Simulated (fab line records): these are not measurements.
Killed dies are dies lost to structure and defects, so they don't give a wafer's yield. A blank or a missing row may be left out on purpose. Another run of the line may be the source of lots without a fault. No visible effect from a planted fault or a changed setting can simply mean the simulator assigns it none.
fab line records -- flow sfqLine
record: lots: 14, wafers: 42, lastDay: 81
route steps=325 shown I0@54 M2@89 M3@131
lots untouched by any fault: they come from a run of this same line in which no faults occurred
startH: start of the lot's first displayed wafer, in hours after the record's first day -- waitH: hours since the lot's step before -- " unchanged from the row above -- L1.1+2: one row covering several wafers at once -- - no value, or no start given -- * or withheld: withheld -- < > ~ a bound
route shown NAME@n: a module of which the file shows steps, and the number in the route of the first -- usual: average and standard deviation across the fault-free wafers -- same: alike in all rows -- chamber/n: place in a boat -- sites: readings site by site -- _std_site: the standard deviation of these -- _edge_site: outer sites' mean less inner sites' -- radiusMm: for every site, how far away it sits from the centre of the wafer -- mask NAME#n: copy n -- behind: tool/chamber where the wafer was last shaped -- hold: what put the lot on hold/how long, in hours/how the hold closed -- device: which transistor (n, p or np) failed to switch -- end of line: the route-end tests of the same wafers -- for a step that has no rows: nothing shown but its recipe -- killed: the dies lost at the first sort to structure and to defects; this is not the yield of the wafer -- map: a wafer's dies, x killed, . not, _ none there
set.NAME: the setting that was run; set.NAME@STEP: the one run at that earlier step -- model.NAME: the simulator's own value behind a step, which no gauge read
route steps across a sampled set of lots; one table per step, one row per wafer
services: when a tool's chamber went out of use (startH, in hours from the record's first day, below 0 if earlier), for how many hours, and the reason
== steps ==
step: SFQ_TRILAYER_I0_VIA_BARC_OPEN_VIA_ETCH_046
recipe: maskMaterial: PR, chemistry: O2, targetDepthNm: 125, target: BARC, sourceW: 500, biasW: 80, pressureMtorr: 30, timeS: 41.7
usual: drypumpMotorCurrentA: 5.6/0.56, oesProductAu: 0.685/0.0048, rfFwdPowerW: 494.3/2.1
lot.wafer,tool,chamber,startH,waitH,drypumpMotorCurrentA,oesProductAu,rfFwdPowerW,rfHoursCounterH
L348.4,rieDiel-01,1,393.25,0.0,5.9,0.681,493.5,82
L348.5,rieDiel-01,0,393.25,0.0,4.8,0.679,493.9,-
L348.6,rieDiel-01,3,393.25,0.0,4.8,0.682,495.6,-
L350.3,rieDiel-01,1,429.29,0.0,5.9,0.691,495.7,83
L350.4,rieDiel-01,2,429.29,0.0,5.5,0.682,492.0,49
L350.6,rieDiel-01,1,429.29,0.0,6.0,0.681,495.7,-
L352.3,rieDiel-01,1,441.29,0.0,5.9,0.685,494.8,83
L352.5,rieDiel-01,2,441.29,0.0,5.5,0.692,492.7,-
L352.6,rieDiel-01,1,441.29,0.0,5.9,0.681,495.0,-
L353.2,rieDiel-03,2,449.69,0.0,5.7,0.683,495.9,69
L353.5,rieDiel-03,1,449.69,0.0,6.4,0.680,496.9,-
L353.6,rieDiel-03,2,449.69,0.0,5.7,0.677,494.6,-
L355.1,rieDiel-03,3,469.83,0.0,6.1,0.681,497.0,3
L355.3,rieDiel-03,0,469.83,0.0,5.2,0.690,494.6,8
L355.6,rieDiel-03,2,469.83,0.0,5.7,0.689,495.0,-
L359.1,rieDiel-01,0,505.38,0.0,4.8,0.682,493.9,99
L359.2,rieDiel-01,1,505.38,0.0,5.9,0.683,492.3,84
L359.4,rieDiel-01,2,505.38,0.0,5.6,0.685,496.0,51
L360.3,rieDiel-03,3,508.98,0.0,6.2,0.692,494.8,4
L360.4,rieDiel-03,0,508.98,0.0,5.3,0.688,492.2,8
L360.6,rieDiel-03,2,508.98,0.0,5.7,0.684,497.2,-
L362.1,rieDiel-03,3,532.98,0.0,6.2,0.679,493.1,4
L362.4,rieDiel-03,0,532.98,0.0,5.3,0.679,492.4,-
L362.6,rieDiel-03,3,532.98,0.0,6.2,0.687,496.6,-
L364.4,rieDiel-01,1,542.58,0.0,5.9,0.680,495.5,85
L364.5,rieDiel-01,0,542.58,0.0,4.8,0.685,492.4,-
L364.6,rieDiel-01,3,542.58,0.0,4.8,0.681,496.7,-
L365.1,rieDiel-03,1,555.78,0.0,6.4,0.681,493.1,6
L365.4,rieDiel-03,3,555.78,0.0,6.2,0.692,493.6,-
L365.5,rieDiel-03,1,555.78,0.0,6.4,0.696,495.0,-
L366.1,rieDiel-01,0,564.18,0.0,4.8,0.689,492.8,1
L366.2,rieDiel-01,1,564.18,0.0,5.9,0.695,497.1,85
L366.4,rieDiel-01,2,564.18,0.0,5.6,0.688,495.6,52
L367.2,rieDiel-01,3,571.38,0.0,4.8,0.686,496.2,15
L367.3,rieDiel-01,1,571.38,0.0,5.9,0.681,496.9,85
L367.5,rieDiel-01,1,571.38,0.0,5.9,0.696,495.6,-
L370.3,rieDiel-04,1,603.48,0.0,5.3,0.681,494.1,2
L370.5,rieDiel-04,3,603.48,0.0,6.4,0.683,493.3,-
L370.6,rieDiel-04,0,603.48,0.0,6.2,0.687,490.9,-
L371.2,rieDiel-04,3,621.48,0.0,6.4,0.685,495.4,56
L371.3,rieDiel-04,0,621.48,0.0,6.2,0.684,490.0,4
L371.6,rieDiel-04,1,621.48,0.0,5.3,0.686,493.5,-
step: SFQ_TRILAYER_M2_DEP_SPUTTER_055
recipe: material: Nb, basePressurePa: 1.33e-06, chamberPressurePa: 0.1333, substrateTempC: 20, resputterCathodeVoltageV: 400, targetThkNm: 200, powerW: 2000, timeS: 133.3
usual: basePressurePa: 1.35e-06/8.8e-08, cathodeDcPowerW: 2000.0/0.38, throttleValvePct: 29.9/0.68
lot.wafer,tool,chamber,startH,waitH,basePressurePa,cathodeDcPowerW,throttleValvePct
L348.4,pvdSputter-03,-,556.88,0.0,1.33e-06,1999.7,29.7
L348.5,pvdSputter-03,-,556.88,0.0,1.26e-06,2000.2,30.6
L348.6,pvdSputter-03,-,556.88,0.0,1.49e-06,2000.2,30.1
L350.3,pvdSputter-04,-,587.14,0.0,1.28e-06,1999.3,30.2
L350.4,pvdSputter-04,-,587.14,0.0,1.38e-06,1999.6,28.3
L350.6,pvdSputter-04,-,587.14,0.0,1.38e-06,2001.0,30.0
L352.3,pvdSputter-04,-,593.74,0.0,1.36e-06,2000.3,30.7
L352.5,pvdSputter-04,-,593.74,0.0,1.38e-06,2000.8,30.7
L352.6,pvdSputter-04,-,593.74,0.0,1.34e-06,2000.4,29.8
L353.2,pvdSputter-06,-,603.34,0.0,1.29e-06,2000.4,29.5
L353.5,pvdSputter-06,-,603.34,0.0,1.34e-06,1999.8,30.5
L353.6,pvdSputter-06,-,603.34,0.0,1.4e-06,1999.1,29.5
L355.1,pvdSputter-03,-,636.77,0.0,1.27e-06,2000.3,30.0
L355.3,pvdSputter-03,-,636.77,0.0,1.23e-06,1999.8,31.0
L355.6,pvdSputter-03,-,636.77,0.0,1.24e-06,2000.0,30.0
L359.1,pvdSputter-04,-,667.89,0.0,1.4e-06,2000.1,30.1
L359.2,pvdSputter-04,-,667.89,0.0,1.43e-06,2000.3,30.2
L359.4,pvdSputter-04,-,667.89,0.0,1.29e-06,2000.0,28.5
L360.3,pvdSputter-04,-,671.69,0.0,1.44e-06,2000.4,30.4
L360.4,pvdSputter-04,-,671.69,0.0,1.25e-06,2000.5,30.4
L360.6,pvdSputter-04,-,671.69,0.0,1.4e-06,2000.1,29.8
L362.1,pvdSputter-06,-,684.76,0.0,1.25e-06,1999.8,30.4
L362.4,pvdSputter-06,-,684.76,0.0,1.37e-06,1999.7,28.9
L362.6,pvdSputter-06,-,684.76,0.0,1.3e-06,1999.8,30.5
L364.4,pvdSputter-06,-,694.36,0.0,-,-,-
L364.5,pvdSputter-06,-,694.36,0.0,-,-,-
L364.6,pvdSputter-06,-,694.36,0.0,-,-,-
L365.1,pvdSputter-04,-,704.00,0.0,-,-,-
L365.4,pvdSputter-04,-,704.00,0.0,-,-,-
L365.5,pvdSputter-04,-,704.00,0.0,-,-,-
L366.1,pvdSputter-03,-,860.99,0.0,1.29e-06,1999.7,31.0
L366.2,pvdSputter-03,-,860.99,0.0,1.32e-06,2000.2,30.2
L366.4,pvdSputter-03,-,860.99,0.0,1.31e-06,2000.2,29.6
L367.2,pvdSputter-04,-,863.37,0.0,1.32e-06,1999.7,30.7
L367.3,pvdSputter-04,-,863.37,0.0,1.52e-06,2000.0,28.5
L367.5,pvdSputter-04,-,863.37,0.0,1.36e-06,2000.5,28.5
L370.3,pvdSputter-06,-,888.86,0.0,1.37e-06,2000.1,30.2
L370.5,pvdSputter-06,-,888.86,0.0,1.43e-06,1999.4,30.4
L370.6,pvdSputter-06,-,888.86,0.0,1.32e-06,1999.9,28.8
L371.2,pvdSputter-03,-,908.87,0.0,1.26e-06,2000.8,29.9
L371.3,pvdSputter-03,-,908.87,0.0,1.33e-06,2000.5,29.7
L371.6,pvdSputter-03,-,908.87,0.0,1.46e-06,1999.6,30.7
step: SFQ_M2_RS_MEAS_914
recipe: thkMeasGauge: four-point-probe, reads: Nb_of_TRILAYER_M2_DEP_SPUTTER_055
usual: M2_NB_RS: 0.890/0.0096
lot.wafer,tool,chamber,startH,waitH,M2_NB_RS[ohm/sq]
L348.4,filmMetro-04,-,557.03,0.1,0.902
L348.5,filmMetro-04,-,557.03,0.1,0.907
L348.6,filmMetro-04,-,557.03,0.1,0.901
L350.3,filmMetro-01,-,587.27,0.1,0.909
L350.4,filmMetro-01,-,587.27,0.1,0.885
L350.6,filmMetro-01,-,587.27,0.1,0.897
L352.3,filmMetro-04,-,593.87,0.1,0.901
L352.5,filmMetro-04,-,593.87,0.1,0.901
L352.6,filmMetro-04,-,593.87,0.1,0.888
L353.2,filmMetro-01,-,603.46,0.1,0.889
L353.5,filmMetro-01,-,603.46,0.1,0.880
L353.6,filmMetro-01,-,603.46,0.1,0.888
L355.1,filmMetro-01,-,636.86,0.0,0.895
L355.3,filmMetro-01,-,636.86,0.0,0.885
L355.6,filmMetro-01,-,636.86,0.0,0.882
L359.1,filmMetro-02,-,668.00,0.1,0.899
L359.2,filmMetro-02,-,668.00,0.1,0.906
L359.4,filmMetro-02,-,668.00,0.1,0.891
L360.3,filmMetro-02,-,671.82,0.1,0.896
L360.4,filmMetro-02,-,671.82,0.1,0.913
L360.6,filmMetro-02,-,671.82,0.1,0.898
L362.1,filmMetro-02,-,684.85,0.0,0.883
L362.4,filmMetro-02,-,684.85,0.0,0.888
L362.6,filmMetro-02,-,684.85,0.0,0.873
L364.4,filmMetro-01,-,694.52,0.1,-
L364.5,filmMetro-01,-,694.52,0.1,-
L364.6,filmMetro-01,-,694.52,0.1,-
L365.1,filmMetro-04,-,704.09,0.0,-
L365.4,filmMetro-04,-,704.09,0.0,-
L365.5,filmMetro-04,-,704.09,0.0,-
L366.1,filmMetro-04,-,861.09,0.0,0.890
L366.2,filmMetro-04,-,861.09,0.0,0.894
L366.4,filmMetro-04,-,861.09,0.0,0.881
L367.2,filmMetro-01,-,863.48,0.1,0.884
L367.3,filmMetro-01,-,863.48,0.1,0.876
L367.5,filmMetro-01,-,863.48,0.1,0.876
L370.3,filmMetro-01,-,888.99,0.1,0.878
L370.5,filmMetro-01,-,888.99,0.1,0.880
L370.6,filmMetro-01,-,888.99,0.1,0.885
L371.2,filmMetro-02,-,908.98,0.1,0.883
L371.3,filmMetro-02,-,908.98,0.1,0.889
L371.6,filmMetro-02,-,908.98,0.1,0.895
step: SFQ_TRILAYER_M2_BARC_OPEN_METAL_ETCH_077
recipe: maskMaterial: PR, chemistry: O2, targetDepthNm: 125, target: BARC, icpW: 600, biasW: 80, pressureMtorr: 10, timeS: 41.7
usual: drypumpMotorCurrentA: 5.9/0.39, oesProductAu: 0.685/0.0046, rfFwdPowerW: 593.0/1.7
lot.wafer,tool,chamber,startH,waitH,drypumpMotorCurrentA,oesProductAu,rfFwdPowerW,rfHoursCounterH
L348.4,rieMetal-04,1,565.55,0.0,5.8,0.689,593.0,-
L348.5,rieMetal-04,1,565.55,0.0,5.8,0.686,589.5,-
L348.6,rieMetal-04,0,565.55,0.0,5.3,0.682,592.2,-
L350.3,rieMetal-03,1,717.98,0.0,6.3,0.681,594.5,-
L350.4,rieMetal-03,0,717.98,0.0,5.7,0.682,593.1,-
L350.6,rieMetal-03,1,717.98,0.0,6.3,0.683,592.9,-
L352.3,rieMetal-03,1,726.18,0.0,6.3,0.685,595.5,-
L352.5,rieMetal-03,1,726.18,0.0,6.3,0.682,594.8,-
L352.6,rieMetal-03,0,726.18,0.0,5.7,0.685,595.0,-
L353.2,rieMetal-04,1,735.76,0.0,5.8,0.684,592.9,96
L353.5,rieMetal-04,1,735.76,0.0,5.8,0.690,590.0,-
L353.6,rieMetal-04,0,735.76,0.0,5.3,0.688,591.6,-
L355.1,rieMetal-03,1,776.36,0.0,6.3,0.689,595.3,74
L355.3,rieMetal-03,0,776.36,0.0,5.7,0.684,593.9,-
L355.6,rieMetal-03,1,776.36,0.0,6.3,0.691,594.4,-
L359.1,rieMetal-04,0,814.76,0.0,5.3,0.693,594.6,41
L359.2,rieMetal-04,1,814.76,0.0,5.8,0.677,591.3,105
L359.4,rieMetal-04,0,814.76,0.0,5.3,0.681,593.9,-
L360.3,rieMetal-04,1,820.78,0.0,5.8,0.684,594.1,-
L360.4,rieMetal-04,0,820.78,0.0,5.2,0.691,592.2,-
L360.6,rieMetal-04,1,820.78,0.0,5.8,0.686,593.9,-
L362.1,rieMetal-02,0,837.21,0.0,6.4,0.682,593.6,2
L362.4,rieMetal-02,1,837.21,0.0,6.2,0.679,591.9,-
L362.6,rieMetal-02,0,837.21,0.0,6.4,0.690,596.7,-
L364.4,rieMetal-03,1,848.03,0.0,6.3,0.685,593.8,-
L364.5,rieMetal-03,1,848.03,0.0,6.3,0.688,594.3,-
L364.6,rieMetal-03,0,848.03,0.0,5.8,0.688,592.0,-
L365.1,rieMetal-03,0,856.41,0.0,5.8,0.677,595.0,98
L365.4,rieMetal-03,0,856.41,0.0,5.8,0.678,591.8,-
L365.5,rieMetal-03,1,856.41,0.0,6.3,0.682,594.8,-
L366.1,rieMetal-04,0,863.68,0.0,5.3,0.689,594.1,48
L366.2,rieMetal-04,1,863.68,0.0,5.8,0.687,591.6,112
L366.4,rieMetal-04,1,863.68,0.0,5.8,0.683,595.1,-
L367.2,rieMetal-04,0,865.93,0.0,5.3,0.690,591.0,49
L367.3,rieMetal-04,0,865.93,0.0,5.3,0.683,592.3,-
L367.5,rieMetal-04,0,865.93,0.0,5.3,0.689,591.5,-
L370.3,rieMetal-03,1,955.18,0.0,6.3,0.695,591.7,-
L370.5,rieMetal-03,0,955.18,0.0,5.7,0.679,593.7,-
L370.6,rieMetal-03,1,955.18,0.0,6.3,0.690,592.3,-
L371.2,rieMetal-03,1,960.42,0.0,6.3,0.682,594.7,99
L371.3,rieMetal-03,0,960.42,0.0,5.7,0.681,593.6,-
L371.6,rieMetal-03,0,960.42,0.0,5.7,0.684,593.0,-
step: SFQ_TRILAYER_M2_ETCH_METAL_ETCH_060
recipe: target: Nb, stopOn: SiO2, maskMaterial: PR, chemistry: Cl2/Ar, targetDepthNm: 240, icpW: 600, biasW: 80, pressureMtorr: 10, timeS: 120
usual: drypumpMotorCurrentA: 5.9/0.39, oesProductAu: 0.894/0.0073, rfFwdPowerW: 596.8/1.9
lot.wafer,tool,chamber,startH,waitH,drypumpMotorCurrentA,oesProductAu,rfFwdPowerW,rfHoursCounterH
L348.4,rieMetal-04,1,565.63,0.1,5.8,0.890,597.7,-
L348.5,rieMetal-04,1,565.63,0.1,5.9,0.885,598.0,-
L348.6,rieMetal-04,0,565.63,0.1,5.2,0.891,599.9,-
L350.3,rieMetal-03,1,718.06,0.1,6.3,0.887,600.3,-
L350.4,rieMetal-03,0,718.06,0.1,5.7,0.893,597.8,-
L350.6,rieMetal-03,1,718.06,0.1,6.3,0.896,596.3,-
L352.3,rieMetal-03,1,726.26,0.1,6.3,0.891,598.3,-
L352.5,rieMetal-03,1,726.26,0.1,6.3,0.891,598.4,-
L352.6,rieMetal-03,0,726.26,0.1,5.7,0.891,596.3,-
L353.2,rieMetal-04,1,735.81,0.0,5.8,0.895,597.7,96
L353.5,rieMetal-04,1,735.81,0.0,5.8,0.900,596.9,-
L353.6,rieMetal-04,0,735.81,0.0,5.3,0.885,599.6,-
L355.1,rieMetal-03,1,776.42,0.0,6.3,0.894,595.4,74
L355.3,rieMetal-03,0,776.42,0.0,5.7,0.890,596.7,-
L355.6,rieMetal-03,1,776.42,0.0,6.3,0.900,597.1,-
L359.1,rieMetal-04,0,814.82,0.0,5.3,0.888,596.7,41
L359.2,rieMetal-04,1,814.82,0.0,5.9,0.883,596.8,105
L359.4,rieMetal-04,0,814.82,0.0,5.3,0.894,597.6,-
L360.3,rieMetal-04,1,820.86,0.1,5.8,0.881,595.0,-
L360.4,rieMetal-04,0,820.86,0.1,5.2,0.876,595.9,-
L360.6,rieMetal-04,1,820.86,0.1,5.9,0.883,591.2,-
L362.1,rieMetal-02,0,837.27,0.0,6.4,0.906,598.0,2
L362.4,rieMetal-02,1,837.27,0.0,6.2,0.893,595.3,-
L362.6,rieMetal-02,0,837.27,0.0,6.4,0.896,598.6,-
L364.4,rieMetal-03,1,848.12,0.1,6.3,0.370,599.5,-
L364.5,rieMetal-03,1,848.12,0.1,6.3,0.374,600.9,-
L364.6,rieMetal-03,0,848.12,0.1,5.7,0.384,598.1,-
L365.1,rieMetal-03,0,856.47,0.0,5.7,0.379,597.5,98
L365.4,rieMetal-03,0,856.47,0.0,5.7,0.378,595.9,-
L365.5,rieMetal-03,1,856.47,0.0,6.3,0.372,595.4,-
L366.1,rieMetal-04,0,863.74,0.0,5.3,0.889,596.9,48
L366.2,rieMetal-04,1,863.74,0.0,5.8,0.893,595.5,112
L366.4,rieMetal-04,1,863.74,0.0,5.8,0.897,599.4,-
L367.2,rieMetal-04,0,865.99,0.0,5.2,0.900,596.7,49
L367.3,rieMetal-04,0,865.99,0.0,5.3,0.894,599.3,-
L367.5,rieMetal-04,0,865.99,0.0,5.2,0.899,600.2,-
L370.3,rieMetal-03,1,955.26,0.1,6.3,0.899,593.6,-
L370.5,rieMetal-03,0,955.26,0.1,5.8,0.904,596.9,-
L370.6,rieMetal-03,1,955.26,0.1,6.3,0.898,595.6,-
L371.2,rieMetal-03,1,960.48,0.0,6.3,0.900,597.2,99
L371.3,rieMetal-03,0,960.48,0.0,5.7,0.885,598.5,-
L371.6,rieMetal-03,0,960.48,0.0,5.7,0.894,597.5,-
step: SFQ_TRILAYER_M3_STRIP_STRIP_079
recipe: gas: O2, powerW: 200, platenTempC: 40, overashFraction: 0.65, chemistry: O2, pressureMtorr: 50
usual: drypumpMotorCurrentA: 6.04/0.28, oesProductAu: 0.995/0.0074
same: overashFraction: 0.65
lot.wafer,tool,chamber,startH,waitH,drypumpMotorCurrentA,oesProductAu,rfHoursCounterH
L348.4,rieMetal-03,0,861.73,0.3,5.76,0.998,-
L348.5,rieMetal-03,0,861.73,0.3,5.74,1.004,-
L348.6,rieMetal-03,1,861.73,0.3,6.32,0.992,-
L350.3,rieMetal-03,1,872.40,0.2,6.31,0.989,-
L350.4,rieMetal-03,0,872.40,0.2,5.73,1.011,-
L350.6,rieMetal-03,1,872.40,0.2,6.33,0.995,-
L352.3,rieMetal-01,1,881.07,0.2,5.80,0.996,-
L352.5,rieMetal-01,1,881.07,0.2,5.80,1.003,-
L352.6,rieMetal-01,0,881.07,0.2,5.69,0.998,-
L353.2,rieMetal-02,1,894.77,0.1,6.22,1.003,104
L353.5,rieMetal-02,1,894.77,0.1,6.19,1.002,-
L353.6,rieMetal-02,0,894.77,0.1,6.39,0.995,-
L355.1,rieMetal-02,1,928.68,0.2,6.24,0.986,110
L355.3,rieMetal-02,1,928.68,0.2,6.18,0.995,-
L355.6,rieMetal-02,1,928.68,0.2,6.22,0.986,-
L359.1,rieMetal-01,1,958.04,0.1,5.78,0.994,120
L359.2,rieMetal-01,0,958.04,0.1,5.70,0.995,132
L359.4,rieMetal-01,0,958.04,0.1,5.70,0.989,-
L360.3,rieMetal-01,1,963.04,0.2,5.79,0.999,-
L360.4,rieMetal-01,0,963.04,0.2,5.70,1.008,-
L360.6,rieMetal-01,0,963.04,0.2,5.68,0.998,-
L362.1,rieMetal-02,0,983.24,0.1,6.41,0.993,26
L362.4,rieMetal-02,1,983.24,0.1,6.21,0.989,-
L362.6,rieMetal-02,1,983.24,0.1,6.20,0.996,-
L364.4,rieMetal-01,1,993.04,0.2,5.79,0.996,-
L364.5,rieMetal-01,1,993.04,0.2,5.82,0.989,-
L364.6,rieMetal-01,0,993.04,0.2,5.68,1.001,-
L365.1,rieMetal-02,1,1012.79,0.1,6.23,0.987,125
L365.4,rieMetal-02,0,1012.79,0.1,6.36,0.989,-
L365.5,rieMetal-02,0,1012.79,0.1,6.37,1.000,-
L366.1,rieMetal-02,0,1016.49,0.1,6.36,0.994,30
L366.2,rieMetal-02,1,1016.49,0.1,6.24,0.999,125
L366.4,rieMetal-02,0,1016.49,0.1,6.38,0.997,-
L367.2,rieMetal-01,1,1026.48,0.4,5.80,0.994,-
L367.3,rieMetal-01,1,1026.48,0.4,5.82,0.996,-
L367.5,rieMetal-01,1,1026.48,0.4,5.80,0.994,-
L370.3,rieMetal-03,0,1193.95,0.2,5.74,1.009,-
L370.5,rieMetal-03,1,1193.95,0.2,6.32,0.982,-
L370.6,rieMetal-03,0,1193.95,0.2,5.74,0.992,-
L371.2,rieMetal-02,0,1197.35,0.1,6.39,0.987,60
L371.3,rieMetal-02,0,1197.35,0.1,6.36,0.994,-
L371.6,rieMetal-02,1,1197.35,0.1,6.20,0.993,-
== services ==
tool,chamber,startH,hours,kind
rieMetal-03,-,375.93,0.9,repair
rieMetal-03,-,403.60,28.1,pm
rieMetal-04,-,426.55,2.8,pm
rieDiel-01,3,440.32,3.9,repair
rieDiel-01,-,446.56,2.8,pm
rieMetal-02,1,452.49,1.7,repair
rieDiel-01,2,461.67,4.5,repair
rieMetal-03,-,476.04,0.2,repair
rieMetal-02,-,478.45,0.3,repair
rieMetal-04,0,500.24,8.5,repair
rieMetal-04,1,503.30,15.7,repair
rieDiel-01,2,513.54,3.5,repair
rieDiel-01,3,606.13,12.9,repair
rieDiel-01,0,684.74,9.2,repair
rieMetal-04,1,745.85,2.1,repair
rieMetal-02,-,867.62,0.5,repair
rieMetal-03,1,877.37,4.7,repair
rieMetal-04,-,892.08,14.6,pm
rieMetal-02,-,899.98,0.3,repair
rieMetal-03,-,921.95,14.6,pm
rieMetal-02,0,924.25,19.3,repair
rieMetal-02,1,965.23,2.2,repair
rieMetal-04,0,1063.51,11.8,repair
rieMetal-02,-,1191.53,2.8,pm
== key ==
firstSign: step: SFQ_TRILAYER_M2_DEP_SPUTTER_055, reading: toolRecord, direction: missing
effect: step: SFQ_M2_RS_MEAS_914, reading: M2_NB_RS, direction: missing
effect: step: SFQ_TRILAYER_M2_ETCH_METAL_ETCH_060, reading: oesProductAu, direction: down, sigmas: 71, usual: 0.894, struck: 0.376
metAt SFQ_TRILAYER_M2_DEP_SPUTTER_055
struckLots L364,L365
notActingAt SFQ_TRILAYER_I0_VIA_BARC_OPEN_VIA_ETCH_046,SFQ_TRILAYER_M2_BARC_OPEN_METAL_ETCH_077,SFQ_TRILAYER_M3_STRIP_STRIP_079
onsetBetween 684.76 694.36
fault: kind: skippedStepWhole, tool: pvdSputter-04,pvdSputter-06, chamber: -, onsetH: 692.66, steps: SFQ_TRILAYER_M2_DEP_SPUTTER_055, scope: struckLotsOnly
